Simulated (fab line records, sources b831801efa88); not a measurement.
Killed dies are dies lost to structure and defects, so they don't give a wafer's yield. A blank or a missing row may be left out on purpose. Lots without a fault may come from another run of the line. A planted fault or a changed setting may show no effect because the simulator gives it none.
Split-lot experiment | flow sky130 | 5 lots, 23 wafers read, on a route of 708 steps

THE SPLIT
At SKY_VIA4_HDPCVD_00 (deposits SiO2, target thk 1750 nm, time 291.7 s), the setting time_s was moved away from the recipe's 291.7 s on 7 of the 23 wafers read, by -10.0% to +14.5%. The other wafers ran this setting at the recipe's value.

The file shows no step between the split and the reading.

THE READING
VIA4_HDPCVD_THK, in nm, at SKY_VIA4_THK_MEAS_01. Fault-free wafers of this fab line usually give 1762 nm, standard deviation 20 nm.

wafer  | tool, chamber at the split | time_s as run, s | against the recipe | VIA4_HDPCVD_THK, nm | against lot-mates on the recipe
L074.1 | hdpcvd-02, 0               | 291.7            | recipe             | 1751                | -
L074.2 | hdpcvd-02, 1               | 291.7            | recipe             | 1740                | -
L074.4 | hdpcvd-02, 0               | 275.5            | -5.6%              | 1660                | -90
L074.5 | hdpcvd-02, 2               | 291.7            | recipe             | 1760                | -
L074.6 | hdpcvd-02, 1               | 275.5            | -5.6%              | 1640                | -110
L077.1 | hdpcvd-01, 2               | 262.5            | -10.0%             | 1598                | -166
L077.2 | hdpcvd-01, 1               | 262.5            | -10.0%             | 1630                | -134
L077.3 | hdpcvd-01, 0               | 291.7            | recipe             | 1774                | -
L077.4 | hdpcvd-01, 1               | 262.5            | -10.0%             | 1627                | -138
L077.6 | hdpcvd-01, 0               | 291.7            | recipe             | 1755                | -
L083.4 | hdpcvd-02, 0               | 291.7            | recipe             | 1760                | -
L083.5 | hdpcvd-02, 1               | 291.7            | recipe             | 1755                | -
L083.6 | hdpcvd-02, 2               | 291.7            | recipe             | 1747                | -
L081.1 | hdpcvd-02, 1               | 334.1            | +14.5%             | 2018                | +257
L081.2 | hdpcvd-02, 0               | 334.1            | +14.5%             | 2036                | +275
L081.4 | hdpcvd-02, 0               | 291.7            | recipe             | 1782                | -
L081.5 | hdpcvd-02, 2               | 291.7            | recipe             | 1751                | -
L081.6 | hdpcvd-02, 1               | 291.7            | recipe             | 1749                | -
L085.1 | hdpcvd-02, 0               | 291.7            | recipe             | 1747                | -
L085.2 | hdpcvd-02, 1               | 291.7            | recipe             | 1721                | -
L085.3 | hdpcvd-02, 2               | 291.7            | recipe             | 1735                | -
L085.4 | hdpcvd-02, 1               | 291.7            | recipe             | 1728                | -
L085.6 | hdpcvd-02, 2               | 291.7            | recipe             | 1758                | -

THE FIT
A straight line over all 23 wafers: VIA4_HDPCVD_THK changes by +16.8 nm for each +1% of time_s; r = +0.98; the points scatter about the line by 21 nm.
The same after taking each lot's own level away (the mean of its wafers on the recipe; 23 wafers): +16.9 nm for each +1%; r = +0.99; scatter 16 nm.
On that fit, the largest move of time_s shifts the reading by 2.5e+02 nm.
The lots' own levels span 1737.8 to 1764.5 nm, that is 1.3 times the standard deviation above.
So the lot-to-lot level changes the slope little: the two slopes agree.
Check: with one of the wafers moved furthest among these (+14.5%) left out of the fit, the line predicts +247 nm for it against its lot-mates. It came out at +257 nm against them.

OTHER SPLITS ON THESE WAFERS
These wafers also went through other splits before the reading. Each is held against what the fit with the lots' levels taken away leaves over:
other split on the same wafers | wafers away from the commonest value | r with VIA4_HDPCVD_THK (lot level and that fit taken away)
SKY_CAP2M_METAL_ETCH_13 icp_w  | 8                                    | -0.23
SKY_METAL4_EXPOSE_10 dose_mj   | 4                                    | -0.44

THE WHOLE CHAIN: every reading that the file lists as answering this split, in the file's order
step                 | what it does                                    | reading                                                                        | change (the file's fit)              | r (the file's)
SKY_VIA4_HDPCVD_00   | deposits SiO2, target thk 1750 nm, time 291.7 s | SiO2_of_VIA4_HDPCVD_00.thk_nm (the simulator's own value, which no gauge read) | +17.2 nm for each +1% of the setting | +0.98
SKY_VIA4_THK_MEAS_01 |                                                 | VIA4_HDPCVD_THK                                                                | +17.2 for each +1% of the setting    | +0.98

THE FILE'S OWN FIT
VIA4_HDPCVD_THK changes by +17.2 nm for each +1% of time_s, r = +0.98.
